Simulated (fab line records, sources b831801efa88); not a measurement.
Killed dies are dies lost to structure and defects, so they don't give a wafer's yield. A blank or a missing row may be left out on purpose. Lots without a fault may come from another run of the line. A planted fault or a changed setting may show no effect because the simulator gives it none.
One fault seen from 2 desks | flow gf180mcu | each desk has only its own numbers; what lay behind them comes last

THE METROLOGY DESK
What the gauges read, lot by lot, whatever tool the lot ran on: means of the sampled wafers that have a number. A lot is out of limits, marked OUT, if its mean lies more than 4 standard deviations from the usual mean; the brackets give that distance.
Columns: A = cd_nm at GF_POLY_GATE_CD_MEAS_18, usual 280.8 nm; B = HV_LDD_02_OVL at GF_HV_LDD_OVL_MEAS_32, usual -0.3 nm; C = HV_LDD_RS at GF_HV_LDD_RS_MEAS_53, usual 418.1 ohm/sq; D = V1_CVD_02_THK at GF_V1_THK_MEAS_03, usual 855 nm
lot  | first seen here | A     | B    | C     | D
L494 | day 10 05:56    | 280.8 | 0.1  | 418.8 | 851
L496 | day 10 21:14    | 282.4 | 0.2  | 418.8 | 861
L497 | day 11 08:29    | 277.9 | -0.4 | 418.2 | 853
L500 | day 12 08:20    | 282.8 | -0.7 | 419.3 | 870
L501 | day 12 15:03    | 279.5 | 0.0  | 417.3 | 847
L502 | day 12 20:03    | 282.9 | 0.1  | 415.1 | 856
L503 | day 13 05:38    | 280.7 | -0.6 | 415.9 | 843
L504 | day 13 10:59    | 279.6 | -0.2 | 416.6 | 848
L509 | day 14 22:33    | 278.9 | -0.6 | 418.3 | 871
L511 | day 15 10:39    | 279.6 | -0.2 | 418.2 | 855
L512 | day 15 20:04    | 281.0 | 1.4  | 418.3 | 858
This desk's finding: nothing out of limits on any of the 11 lots.

THE TOOL OWNER'S DESK: implanter-04
The tool's own readings at GF_HV_LDD_IMPLANT_34: means of the sampled wafers that have a number, for each lot that ran on this tool. A lot is out of limits, marked OUT, if its mean lies more than 4 standard deviations from the usual mean; the brackets give that distance.
Columns: A = beam_on_s at GF_HV_LDD_IMPLANT_34, usual 10.00 s; B = dose_ions_cm2 at GF_HV_LDD_IMPLANT_34, usual 7.501e+12; C = faraday_current_uA at GF_HV_LDD_IMPLANT_34, usual 42.3
lot  | first seen here | A     | B                           | C
L494 | day 12 16:20    | 10.06 | 7.504e+12                   | 42.0
L497 | day 13 19:37    | 10.04 | 7.500e+12                   | 42.0
L501 | day 15 04:32    | 9.91  | 7.501e+12                   | 42.8
L502 | day 15 11:13    | 9.85  | 8.311e+12 (+99 or more) OUT | 47.6 (+6.9) OUT
L503 | day 15 20:11    | 9.99  | 8.306e+12 (+99 or more) OUT | 46.8 (+6.0) OUT
L504 | day 16 03:09    | 9.99  | 8.314e+12 (+99 or more) OUT | 47.0 (+6.2) OUT
This desk's finding: out of limits on L502, L503, L504; first on L502, day 15 11:13 (dose_ions_cm2 at GF_HV_LDD_IMPLANT_34). In limits: L494, L497, L501.

PUT TOGETHER
The tool owner's desk could have raised an alarm at day 15 11:13, on L502, L503, L504.
The metrology desk saw nothing out of limits.
The metrology desk has L502, L503, L504 on record, within its limits.
Of the lots named, all ran GF_HV_LDD_IMPLANT_34 on implanter-04.

WHAT THE SIMULATOR HAD PUT IN
Process parameter drift: implanter-04, from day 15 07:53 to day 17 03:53, at GF_HV_LDD_IMPLANT_34. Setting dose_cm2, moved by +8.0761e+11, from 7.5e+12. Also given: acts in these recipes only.
Lots struck among those shown: L502, L503, L504.
Hours from the fault's start to each desk's first reading out of limits: the tool owner's desk, 3.
